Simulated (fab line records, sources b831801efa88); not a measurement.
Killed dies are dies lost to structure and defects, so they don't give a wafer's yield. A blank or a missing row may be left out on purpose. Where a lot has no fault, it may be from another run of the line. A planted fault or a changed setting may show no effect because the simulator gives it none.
fab line records ; flow sky130
[record] lots = 6; wafers = 18; last-day = 49
route steps=708 shown METAL4@627 VIA4@639 PAD_OPEN@708
lots with no fault: from the same line, run without faults
start-h: hours from the record's opening day to when the first of the lot's shown wafers began ; wait-h: hours since the lot's step before ; " as in the row above ; L1.1+2: a single row standing in for several wafers ; - no value present, or no start provided ; * or withheld: withheld ; < > ~ a bound
route shown NAME@n: a module of which the file shows steps, and the number in the route of the first ; usual: mean and standard deviation over wafers with no fault ; same: alike in all rows ; chamber/n: place in a boat ; sites: readings site by site ; _std_site: standard deviation across them ; _edge_site: mean of outer sites minus mean of inner sites ; radius-mm: for every site, how far away it sits from the centre of the wafer ; mask NAME#n: copy n ; behind: the tool/chamber that last shaped the wafer ; hold: the reason the lot was held/the length of the hold in hours/how it ended ; device: which transistor (n, p or np) failed to switch ; end of line: at the end of the route, the tests of the same wafers ; where a step has no rows: the recipe by itself ; killed: dies that structure and defects cost at the first sort, which is not the same as the wafer's yield ; map: shows each die of a wafer: x if killed, . if not, _ if none is there
set.NAME: the setting the step ran with; set.NAME@STEP: the setting that earlier step ran with ; model.NAME: the simulator's own value behind a step, which no gauge read
certain route steps with their lots: each step a table, each wafer a row
services: from which hour (start-h, from the record's first day; less than 0 if before it) a tool's chamber was out of use, for how many hours, and why
[[steps]]
[step SKY_METAL4_PEB_11]
[recipe] peb-temp-c = withheld; peb-time-s = withheld; resist = KrF-thick
[step SKY_METAL4_DEVELOP_12]
[recipe] develop-time-s = 60; resist = KrF-thick; dev-temp-c = 21
[step SKY_METAL4_CD_MEAS_13]
[recipe] target-cd-nm = 300
[usual] cd-nm = 300.3/1.5
lot.wafer;tool;chamber;start-h;wait-h;cd-nm
L992.1;cd-sem-02;-;993.56;-;300.9
L992.2;cd-sem-02;-;993.56;-;301.4
L992.5;cd-sem-02;-;993.56;-;301.6
L996.1;cd-sem-01;-;1023.25;-;298.6
L996.2;cd-sem-01;-;1023.25;-;299.5
L996.3;cd-sem-01;-;1023.25;-;298.7
L998.2;cd-sem-01;-;1029.52;-;301.9
L998.4;cd-sem-01;-;1029.52;-;301.2
L998.5;cd-sem-01;-;1029.52;-;303.0
L107.1;cd-sem-01;-;1091.61;-;301.2
L107.2;cd-sem-01;-;1091.61;-;299.9
L107.6;cd-sem-01;-;1091.61;-;299.3
L108.1;cd-sem-02;-;1107.64;-;301.9
L108.4;cd-sem-02;-;1107.64;-;301.5
L108.6;cd-sem-02;-;1107.64;-;301.4
L111.3;cd-sem-01;-;1109.18;-;301.8
L111.5;cd-sem-01;-;1109.18;-;300.9
L111.6;cd-sem-01;-;1109.18;-;299.8
[step SKY_METAL4_OVL_MEAS_14]
[usual] METAL4_OVL = -3/5
lot.wafer;tool;chamber;start-h;wait-h;METAL4_OVL[nm]
L992.1;overlay-01;-;993.68;0.1;-6
L992.2;overlay-01;-;993.68;0.1;-11
L992.5;overlay-01;-;993.68;0.1;-9
L996.1;overlay-02;-;1023.37;0.1;-2
L996.2;overlay-02;-;1023.37;0.1;0
L996.3;overlay-02;-;1023.37;0.1;0
L998.2;overlay-02;-;1029.63;0.1;-3
L998.4;overlay-02;-;1029.63;0.1;2
L998.5;overlay-02;-;1029.63;0.1;3
L107.1;overlay-01;-;1091.73;0.1;-12
L107.2;overlay-01;-;1091.73;0.1;-13
L107.6;overlay-01;-;1091.73;0.1;-8
L108.1;overlay-02;-;1107.76;0.1;-1
L108.4;overlay-02;-;1107.76;0.1;3
L108.6;overlay-02;-;1107.76;0.1;-4
L111.3;overlay-01;-;1109.27;0.1;-8
L111.5;overlay-01;-;1109.27;0.1;-1
L111.6;overlay-01;-;1109.27;0.1;-5
[step SKY_METAL4_DESCUM_15]
[recipe] chemistry = O2; source-power-w = 150; bias-power-w = 0; pressure-mtorr = 10; temp-c = 40; time-s = 8
[usual] drypump-motor-current-A = 5.7/0.36; oes-product-au = 1.000/0.0081; temp-c = 40.01/0.12
lot.wafer;tool;chamber;start-h;wait-h;drypump-motor-current-A;oes-product-au;rf-hours-counter-h;temp-c
L992.1;rie-metal-04;0;993.71;0.0;5.9;0.995;12;40.05
L992.2;rie-metal-04;1;993.71;0.0;5.7;0.995;5;39.93
L992.5;rie-metal-04;0;993.71;0.0;6.0;0.990;-;39.89
L996.1;rie-metal-02;0;1023.41;0.0;5.1;1.001;19;39.99
L996.2;rie-metal-02;1;1023.41;0.0;5.6;0.990;13;40.04
L996.3;rie-metal-02;1;1023.41;0.0;5.7;0.993;-;39.99
L998.2;rie-metal-02;1;1029.66;0.0;5.6;0.983;14;40.13
L998.4;rie-metal-02;1;1029.66;0.0;5.6;0.992;-;39.82
L998.5;rie-metal-02;1;1029.66;0.0;5.6;0.994;-;39.92
L107.1;rie-metal-04;0;1091.76;0.0;5.9;1.003;17;40.22
L107.2;rie-metal-04;1;1091.76;0.0;5.7;1.019;10;39.85
L107.6;rie-metal-04;0;1091.76;0.0;5.9;1.006;-;40.11
L108.1;rie-metal-02;1;1107.79;0.0;5.6;1.011;20;40.28
L108.4;rie-metal-02;0;1107.79;0.0;5.0;1.006;-;40.08
L108.6;rie-metal-02;0;1107.79;0.0;5.0;0.995;-;40.05
L111.3;rie-metal-01;1;1109.31;0.0;5.7;1.016;-;40.09
L111.5;rie-metal-01;1;1109.31;0.0;5.7;1.015;-;40.05
L111.6;rie-metal-01;1;1109.31;0.0;5.7;1.001;-;39.94
[step SKY_METAL4_ETCH_16]
[recipe] chemistry = N2/H2; target = BARC; ion-energy-ev = 200; bias-w = 100; pressure-mtorr = 30; n2-flow-sccm = 100; h2-flow-sccm = 200; icp-w = 500; stop-on = SiO2; time-s = 88.2; target-depth-a = 600
[usual] drypump-motor-current-A = 5.7/0.37; oes-product-au = 0.626/0.0043; throttle-valve-pct = 13.205/0.0085
lot.wafer;tool;chamber;start-h;wait-h;drypump-motor-current-A;oes-product-au;rf-hours-counter-h;throttle-valve-pct
L992.1;rie-metal-04;0;993.74;0.0;5.9;0.621;12;13.203
L992.2;rie-metal-04;1;993.74;0.0;5.7;0.623;5;13.195
L992.5;rie-metal-04;0;993.74;0.0;5.9;0.625;-;13.202
L996.1;rie-metal-02;0;1023.44;0.0;5.0;0.620;19;13.219
L996.2;rie-metal-02;1;1023.44;0.0;5.7;0.626;13;13.188
L996.3;rie-metal-02;1;1023.44;0.0;5.6;0.621;-;13.206
L998.2;rie-metal-02;1;1029.69;0.0;5.6;0.628;14;13.210
L998.4;rie-metal-02;1;1029.69;0.0;5.7;0.625;-;13.210
L998.5;rie-metal-02;1;1029.69;0.0;5.6;0.630;-;13.207
L107.1;rie-metal-04;0;1091.79;0.0;5.9;0.626;17;13.203
L107.2;rie-metal-04;1;1091.79;0.0;5.7;0.626;10;13.196
L107.6;rie-metal-04;0;1091.79;0.0;5.9;0.627;-;13.207
L108.1;rie-metal-02;1;1107.83;0.0;5.6;0.626;20;13.201
L108.4;rie-metal-02;0;1107.83;0.0;5.1;0.629;-;13.200
L108.6;rie-metal-02;0;1107.83;0.0;5.0;0.620;-;13.198
L111.3;rie-metal-01;1;1109.42;0.1;5.7;0.629;-;13.215
L111.5;rie-metal-01;1;1109.42;0.1;5.7;0.621;-;13.203
L111.6;rie-metal-01;1;1109.42;0.1;5.7;0.621;-;13.188
[step SKY_METAL4_ETCH_17]
[recipe] target = SiO2; stop-on = TiN; chemistry = C4F8/O2/Ar; source-w = 1500; bias-w = 1200; pressure-mtorr = 40; c4f8-flow-sccm = withheld; O2_flow_sccm = 6; Ar_flow_sccm = 300; time-s = 3.9; target-depth-a = 150
[usual] oes-product-au = 0.751/0.0067
lot.wafer;tool;chamber;start-h;wait-h;oes-product-au
L992.1;rie-diel-01;2;993.84;0.1;0.744
L992.2;rie-diel-01;1;993.84;0.1;0.745
L992.5;rie-diel-01;2;993.84;0.1;0.752
L996.1;rie-diel-02;2;1023.54;0.1;0.738
L996.2;rie-diel-02;1;1023.54;0.1;0.748
L996.3;rie-diel-02;0;1023.54;0.1;0.760
L998.2;rie-diel-04;3;1029.79;0.1;0.745
L998.4;rie-diel-04;2;1029.79;0.1;0.753
L998.5;rie-diel-04;2;1029.79;0.1;0.750
L107.1;rie-diel-04;2;1091.89;0.1;0.758
L107.2;rie-diel-04;3;1091.89;0.1;0.744
L107.6;rie-diel-04;3;1091.89;0.1;0.749
L108.1;rie-diel-04;2;1107.92;0.1;0.742
L108.4;rie-diel-04;3;1107.92;0.1;0.750
L108.6;rie-diel-04;1;1107.92;0.1;0.757
L111.3;rie-diel-01;2;1109.55;0.1;0.753
L111.5;rie-diel-01;1;1109.55;0.1;0.750
L111.6;rie-diel-01;0;1109.55;0.1;0.765
[step SKY_METAL4_METAL_ETCH_18]
[recipe] target-depth-a = 8450; stop-on = SiO2; over-etch-frac = 0.3; time-s = 183.1; chemistry = Cl2/BCl3; resist-sidewall-deg = 88; pressure-mtorr = 10; icp-w = 900; bias-w = 48.5; Cl2_flow_sccm = 60; bcl3-flow-sccm = 30
[usual] drypump-motor-current-A = 5.6/0.36; oes-product-au = 0.865/0.0063; throttle-valve-pct = 22.264/0.0089
lot.wafer;tool;chamber;start-h;wait-h;drypump-motor-current-A;oes-product-au;rf-hours-counter-h;throttle-valve-pct
L992.1;rie-metal-02;0;993.86;0.0;5.0;0.874;17;22.260
L992.2;rie-metal-02;1;993.86;0.0;5.6;0.879;11;22.261
L992.5;rie-metal-02;1;993.86;0.0;5.7;0.873;-;22.275
L996.1;rie-metal-02;1;1023.56;0.0;5.6;0.872;14;22.241
L996.2;rie-metal-02;0;1023.56;0.0;5.1;0.861;19;22.256
L996.3;rie-metal-02;1;1023.56;0.0;5.6;0.861;-;22.260
L998.2;rie-metal-01;1;1029.81;0.0;5.7;0.873;7;22.262
L998.4;rie-metal-01;0;1029.81;0.0;6.2;0.870;-;22.270
L998.5;rie-metal-01;0;1029.81;0.0;6.2;0.868;-;22.266
L107.1;rie-metal-01;0;1091.91;0.0;6.3;0.864;26;22.262
L107.2;rie-metal-01;1;1091.91;0.0;5.7;0.869;11;22.265
L107.6;rie-metal-01;0;1091.91;0.0;6.3;0.861;-;22.264
L108.1;rie-metal-04;0;1107.94;0.0;5.9;0.863;18;22.265
L108.4;rie-metal-04;1;1107.94;0.0;5.7;0.866;-;22.270
L108.6;rie-metal-04;1;1107.94;0.0;5.7;0.863;-;22.260
L111.3;rie-metal-02;0;1109.63;0.1;5.1;0.874;-;22.271
L111.5;rie-metal-02;1;1109.63;0.1;5.6;0.866;-;22.249
L111.6;rie-metal-02;0;1109.63;0.1;5.0;0.859;-;22.285
[step SKY_METAL4_STRIP_19]
[recipe] chemistry = O2/N2; power-w = 1400; pressure-mtorr = 1500; platen-temp-c = withheld; o2-flow-sccm = 3000; n2-flow-sccm = 300; overash-fraction = 0.5
[step SKY_METAL4_STRIP_20]
[recipe] chemistry = post-etch-residue-remover; time-s = 1200; temp-c = 72.5
[step SKY_METAL4_CLEAN_21]
[recipe] chemistry = IPA; time-s = 180; temp-c = 25
[step SKY_METAL4_CLEAN_22]
[recipe] chemistry = O3/DIW; dry = n2-spin
[step SKY_VIA4_HDPCVD_00]
[recipe] material = SiO2; target-thk-nm = 1750; sigma-open-frac = 0.3; time-s = 291.7; temp-c = 400; sih4-flow-sccm = 60; pressure-mtorr = 6
lot.wafer;tool;chamber;start-h;wait-h;model.SiO2_of_VIA4_HDPCVD_00.thk-nm
L992.1;hdpcvd-01;1;994.63;0.0;1735
L992.2;hdpcvd-01;0;994.63;0.0;1742
L992.5;hdpcvd-01;2;994.63;0.0;1758
L996.1;hdpcvd-01;2;1024.33;0.0;798.7
L996.2;hdpcvd-01;0;1024.33;0.0;783.4
L996.3;hdpcvd-01;1;1024.33;0.0;790.6
L998.2;hdpcvd-01;2;1030.58;0.0;792.2
L998.4;hdpcvd-01;0;1030.58;0.0;1746
L998.5;hdpcvd-01;1;1030.58;0.0;1752
L107.1;hdpcvd-01;0;1092.68;0.0;1724
L107.2;hdpcvd-01;2;1092.68;0.0;1747
L107.6;hdpcvd-01;0;1092.68;0.0;1736
L108.1;hdpcvd-02;0;1108.76;0.0;1737
L108.4;hdpcvd-02;1;1108.76;0.0;1746
L108.6;hdpcvd-02;0;1108.76;0.0;1752
L111.3;hdpcvd-01;0;1110.39;0.0;1744
L111.5;hdpcvd-01;2;1110.39;0.0;1733
L111.6;hdpcvd-01;0;1110.39;0.0;1748
[step SKY_VIA4_THK_MEAS_01]
[recipe] reads = SiO2_of_VIA4_HDPCVD_00
[usual] VIA4_HDPCVD_THK = 1743/18
lot.wafer;tool;chamber;start-h;wait-h;hold;VIA4_HDPCVD_THK[nm]
L992.1;film-metro-04;-;994.81;0.1;-;1734
L992.2;film-metro-04;-;994.81;0.1;-;1742
L992.5;film-metro-04;-;994.81;0.1;-;1758
L996.1;film-metro-02;-;1024.51;0.1;await-dispo/0.2h/release;798
L996.2;film-metro-02;-;1024.51;0.1;await-dispo/0.2h/release;783
L996.3;film-metro-02;-;1024.51;0.1;await-dispo/0.2h/release;791
L996.1;film-metro-02;-;1024.74;0.2;-;799
L996.2;film-metro-02;-;1024.74;0.2;-;784
L996.3;film-metro-02;-;1024.74;0.2;-;790
L998.2;film-metro-03;-;1030.77;0.1;await-dispo/0.2h/release;792
L998.4;film-metro-03;-;1030.77;0.1;await-dispo/0.2h/release;1745
L998.5;film-metro-03;-;1030.77;0.1;await-dispo/0.2h/release;1752
L998.2;film-metro-03;-;1030.99;0.2;-;793
L998.4;film-metro-03;-;1030.99;0.2;-;1747
L998.5;film-metro-03;-;1030.99;0.2;-;1751
L107.1;film-metro-03;-;1092.86;0.1;-;1725
L107.2;film-metro-03;-;1092.86;0.1;-;1747
L107.6;film-metro-03;-;1092.86;0.1;-;1735
L108.1;film-metro-03;-;1108.94;0.1;-;1736
L108.4;film-metro-03;-;1108.94;0.1;-;1746
L108.6;film-metro-03;-;1108.94;0.1;-;1752
L111.3;film-metro-03;-;1110.59;0.1;-;1744
L111.5;film-metro-03;-;1110.59;0.1;-;1733
L111.6;film-metro-03;-;1110.59;0.1;-;1748
[step SKY_VIA4_CMP_02]
[recipe] material = SiO2; down-force-psi = 4; platen-rpm = 60; pad-velocity-m-s = 0.94248
[usual] head-pressure-psi = 4.000/0.0089; motor-current-A = 12.8/0.95
lot.wafer;tool;chamber;start-h;wait-h;hold;head-pressure-psi;motor-current-A
L992.1;cmp-02;0;994.97;0.1;-;3.997;12.2
L992.2;cmp-02;1;994.97;0.1;-;4.001;11.2
L992.5;cmp-02;2;994.97;0.1;-;3.998;13.0
L996.3;cmp-01;2;1029.40;4.6;await-dispo/4.3h/release;3.983;12.3
L996.1;cmp-01;0;1029.40;4.6;await-dispo/4.3h/release;4.017;15.0
L996.2;cmp-01;1;1029.40;4.6;await-dispo/4.3h/release;3.994;13.2
L998.4;cmp-02;0;1033.93;2.9;await-dispo/2.9h/release;3.996;12.7
L998.2;cmp-02;1;1033.93;2.9;await-dispo/2.9h/release;3.985;11.5
L998.5;cmp-02;0;1033.93;2.9;await-dispo/2.9h/release;4.016;12.2
L107.2;cmp-01;3;1092.92;0.0;-;4.000;12.2
L107.1;cmp-01;1;1092.92;0.0;-;3.986;13.4
L107.6;cmp-01;0;1092.92;0.0;-;4.007;14.6
L108.4;cmp-02;3;1109.05;0.1;-;4.002;13.5
L108.1;cmp-02;1;1109.05;0.1;-;3.995;11.0
L108.6;cmp-02;3;1109.05;0.1;-;3.994;12.9
L111.3;cmp-02;1;1110.63;0.0;-;4.003;11.6
L111.5;cmp-02;1;1110.63;0.0;-;3.996;11.5
L111.6;cmp-02;2;1110.63;0.0;-;4.004;13.2
[step SKY_PAD_OPEN_PROBE_99]
[usual] defect-limited-yield = 82.3/2; killed_at_M0_to_M3 = 44/7.8; killed_at_M4_up = 2.9/1.7; killed-at-contacts = 24/5.4; killed-at-front-end = 15/4.5; killed-at-other = 0.3/0.55; killed-dies = 87/10; killed-open = 48/7.4; killed-short = 39/5.9
[same] gross-dies = 492; killed-at-back-side = 0
lot.wafer;tool;chamber;start-h;wait-h;defect-limited-yield[%];killed_at_M0_to_M3;killed_at_M4_up;killed-at-contacts;killed-at-front-end;killed-at-other;killed-dies;killed-open;killed-short;model.etest.tester.sort-n-pass;model.etest.tester.sort_bin_3_pct;model.etest.tester.sort-yield-pct;model.etest.met5-comb.leak-log10-a-um;model.etest.tester.sort_bin_8_pct
L992.1;prober-02;-;1088.39;0.1;84.1;39;2;26;11;0;78;44;34;414;1.22;84.15;-11.96;0
L992.2;prober-02;-;1088.44;0.1;82.7;41;1;25;18;0;85;50;35;407;1.423;82.72;-12.1;0
L992.5;prober-02;-;1088.59;0.2;85.0;40;1;19;14;0;74;44;30;418;1.22;84.96;-11.88;0
L996.1;prober-01;-;1115.41;0.1;80.3;60;1;20;16;0;97;58;39;223;35.98;45.33;-6.925;1.072e-06
L996.2;prober-01;-;1115.46;0.1;84.6;48;1;14;13;0;76;48;28;237;36.59;48.17;-7.037;1.355e-06
L996.3;prober-01;-;1115.51;0.2;81.7;43;6;20;21;0;90;56;34;227;36.79;46.14;-7.047;3.483e-07
L998.2;prober-01;-;1121.12;0.1;82.3;46;2;24;15;0;87;47;40;237;35.16;48.17;-7.058;1.926e-08
L998.4;prober-01;-;1121.22;0.2;81.1;42;1;31;19;0;93;52;41;399;1.22;81.1;-12.06;0
L998.5;prober-01;-;1121.27;0.2;83.5;39;0;24;18;0;81;51;30;411;0.4065;83.54;-11.95;0
L107.1;prober-01;-;1172.76;0.1;82.9;47;3;19;15;0;84;40;44;408;1.423;82.93;-11.98;0
L107.2;prober-01;-;1172.81;0.1;81.3;45;2;25;19;1;92;52;40;400;1.423;81.3;-12.1;0
L107.6;prober-01;-;1173.01;0.2;79.9;52;3;24;20;0;99;50;49;393;0.4065;79.88;-11.97;0
L108.1;prober-01;-;1186.12;0.1;82.9;48;3;21;11;1;84;49;35;408;0.6098;82.93;-12.2;0
L108.4;prober-01;-;1186.27;0.2;84.8;34;4;23;14;0;75;43;32;417;1.016;84.76;-12.07;0
L108.6;prober-01;-;1186.37;0.2;85.8;39;4;18;9;0;70;37;33;422;0;85.77;-12.1;0
L111.3;prober-02;-;1186.22;0.2;83.1;39;1;24;19;0;83;40;43;409;0.813;83.13;-12.01;0
L111.5;prober-02;-;1186.32;0.2;81.7;42;4;22;21;1;90;56;34;402;0.2033;81.71;-11.99;0
L111.6;prober-02;-;1186.37;0.2;81.3;42;3;24;23;0;92;52;40;400;1.22;81.3;-12.14;0
// killed by level:class
L992.1 CONTACT:geometric-particle:open=11 VIA1:geometric-particle:open=11 CONTACT:geometric-particle:short=7 VIA1:geometric-particle:short=5 VIA2:geometric-particle:open=5 VIA3:geometric-particle:open=5 POLY_GATE:geometric-particle:open=4 LI_CONTACT:geometric-particle:open=4
L992.2 VIA1:geometric-particle:open=16 CONTACT:geometric-particle:open=9 LI_CONTACT:geometric-particle:open=7 CONTACT:geometric-particle:short=6 METAL1:geometric-particle:short=6 POLY_GATE:geometric-particle:short=5 FIELD_ISO:geometric-particle:short=4 VIA2:geometric-particle:open=4
L992.5 VIA1:geometric-particle:open=9 VIA2:geometric-particle:open=8 POLY_GATE:geometric-particle:open=7 LI_CONTACT:geometric-particle:open=6 LOCAL_INTERCONNECT:geometric-particle:short=5 VIA3:geometric-particle:open=5 CONTACT:geometric-particle:open=3 METAL2:geometric-particle:short=3
L996.1 VIA1:geometric-particle:open=19 CONTACT:geometric-particle:open=11 VIA3:geometric-particle:open=10 METAL1:geometric-particle:short=7 VIA3:geometric-particle:short=6 FIELD_ISO:geometric-particle:open=5 VIA1:geometric-particle:short=5 POLY_GATE:geometric-particle:short=4
L996.2 VIA1:geometric-particle:open=14 VIA3:geometric-particle:open=8 CONTACT:geometric-particle:open=7 VIA2:geometric-particle:open=7 VIA1:geometric-particle:short=6 FIELD_ISO:geometric-particle:open=4 METAL2:geometric-particle:short=4 VIA3:geometric-particle:short=4
L996.3 VIA1:geometric-particle:open=12 CONTACT:geometric-particle:open=10 VIA3:geometric-particle:open=10 POLY_GATE:geometric-particle:short=6 VIA2:geometric-particle:open=6 FIELD_ISO:geometric-particle:short=5 VIA1:geometric-particle:short=4 LI_CONTACT:geometric-particle:open=4
L998.2 VIA1:geometric-particle:open=11 VIA3:geometric-particle:open=8 FIELD_ISO:geometric-particle:short=7 LI_CONTACT:geometric-particle:open=7 VIA2:geometric-particle:open=7 VIA1:geometric-particle:short=5 METAL1:geometric-particle:short=5 LOCAL_INTERCONNECT:geometric-particle:short=5
L998.4 CONTACT:geometric-particle:open=13 VIA2:geometric-particle:open=12 VIA1:geometric-particle:open=8 FIELD_ISO:geometric-particle:short=7 VIA1:geometric-particle:short=7 LI_CONTACT:geometric-particle:open=6 CONTACT:geometric-particle:short=6 METAL1:geometric-particle:short=5
L998.5 CONTACT:geometric-particle:open=12 VIA3:geometric-particle:open=11 VIA2:geometric-particle:open=8 VIA1:geometric-particle:open=6 FIELD_ISO:geometric-particle:open=4 FIELD_ISO:geometric-particle:short=4 VIA3:geometric-particle:short=4 LI_CONTACT:geometric-particle:open=4
L107.1 POLY_GATE:geometric-particle:short=7 METAL1:geometric-particle:short=7 VIA2:geometric-particle:open=7 LI_CONTACT:geometric-particle:open=6 CONTACT:geometric-particle:open=6 VIA3:geometric-particle:open=5 METAL2:geometric-particle:short=4 METAL3:geometric-particle:open=4
L107.2 VIA1:geometric-particle:open=16 CONTACT:geometric-particle:open=9 LI_CONTACT:geometric-particle:open=8 METAL2:geometric-particle:short=8 FIELD_ISO:geometric-particle:open=6 POLY_GATE:geometric-particle:short=6 VIA1:geometric-particle:short=5 CONTACT:geometric-particle:short=4
L107.6 VIA1:geometric-particle:open=10 POLY_GATE:geometric-particle:short=8 CONTACT:geometric-particle:open=8 METAL1:geometric-particle:short=8 CONTACT:geometric-particle:short=6 METAL2:geometric-particle:short=6 VIA2:geometric-particle:open=6 VIA2:geometric-particle:short=6
L108.1 VIA1:geometric-particle:open=13 VIA3:geometric-particle:open=8 LI_CONTACT:geometric-particle:open=6 CONTACT:geometric-particle:open=6 LOCAL_INTERCONNECT:geometric-particle:short=5 VIA2:geometric-particle:open=5 METAL2:geometric-particle:short=4 VIA3:geometric-particle:short=4
L111.3 LI_CONTACT:geometric-particle:open=8 VIA1:geometric-particle:open=7 METAL2:geometric-particle:short=7 LOCAL_INTERCONNECT:geometric-particle:short=6 CONTACT:geometric-particle:open=5 METAL1:geometric-particle:short=5 VIA2:geometric-particle:open=5 METAL3:geometric-particle:short=4
L108.4 CONTACT:geometric-particle:open=13 VIA1:geometric-particle:open=7 VIA3:geometric-particle:open=6 POLY_GATE:geometric-particle:short=5 VIA1:geometric-particle:short=5 LI_CONTACT:geometric-particle:open=4 VIA2:geometric-particle:open=4 METAL4:geometric-particle:short=4
L111.5 VIA1:geometric-particle:open=11 LI_CONTACT:geometric-particle:open=10 CONTACT:geometric-particle:open=9 VIA2:geometric-particle:open=9 VIA3:geometric-particle:open=6 FIELD_ISO:geometric-particle:short=5 POLY_GATE:geometric-particle:short=4 METAL1:geometric-particle:short=4
L108.6 METAL1:geometric-particle:short=8 CONTACT:geometric-particle:open=7 VIA1:geometric-particle:open=7 VIA3:geometric-particle:open=6 LI_CONTACT:geometric-particle:open=5 CONTACT:geometric-particle:short=3 VIA1:geometric-particle:short=3 METAL2:geometric-particle:short=3
L111.6 VIA1:geometric-particle:open=11 LI_CONTACT:geometric-particle:open=8 CONTACT:geometric-particle:open=7 METAL2:geometric-particle:short=7 POLY_GATE:geometric-particle:short=6 CONTACT:geometric-particle:short=5 VIA1:geometric-particle:short=5 METAL3:geometric-particle:short=5
[[services]]
tool;chamber;start-h;hours;kind
rie-diel-01;0;984.41;1.3;repair
rie-metal-04;-;989.14;4.4;repair
rie-diel-01;-;1002.27;4.0;pm
rie-metal-04;-;1002.80;28.1;pm
rie-metal-01;-;1012.46;1.7;repair
cmp-01;-;1013.92;2.5;repair
rie-diel-04;1;1018.23;3.6;repair
cmp-02;-;1018.50;0.5;repair
rie-diel-02;-;1020.69;0.6;repair
rie-diel-02;-;1041.94;0.3;repair
cmp-01;-;1051.35;5.8;pm
rie-diel-01;2;1064.25;1.5;repair
hdpcvd-01;-;1076.39;0.9;repair
rie-diel-04;-;1078.43;0.2;repair
cmp-01;-;1084.00;4.0;pm
cmp-01;-;1088.00;-;consumable-replace:conditioner
cmp-01;-;1088.00;-;consumable-replace:pad
rie-metal-01;-;1088.94;0.7;repair
rie-metal-01;0;1096.44;-;clean
rie-metal-01;0;1096.44;22.6;scheduled-down
rie-metal-01;0;1096.44;22.6;vent-cycle
rie-diel-02;-;1110.61;14.6;pm
[[key]]
[first-sign] step = SKY_VIA4_THK_MEAS_01; reading = visit; direction = added
[effect] step = SKY_VIA4_THK_MEAS_01; reading = VIA4_HDPCVD_THK; direction = down; sigmas = 54; usual = 1743; struck = 791
[model-effect] step = SKY_VIA4_HDPCVD_00; value = SiO2_of_VIA4_HDPCVD_00.thk-nm; without = 1747; struck = 791.2
[model-effect] step = SKY_PAD_OPEN_PROBE_99; value = etest.tester.sort-n-pass; without = 404.2; struck = 231
met-at SKY_VIA4_HDPCVD_00
struck-wafers L996.1,L996.2,L996.3,L998.2
onset-between 994.63 1024.33
[fault] kind = process-parameter-drift; tool = hdpcvd-01; chamber = -; onset-h = 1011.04; steps = SKY_VIA4_HDPCVD_00; channel = target-thk-nm; offset = -955.41; shape = step; end-h = 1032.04; scope = struck-wafers-only; acts-in = these-recipes-only; stated = 1750
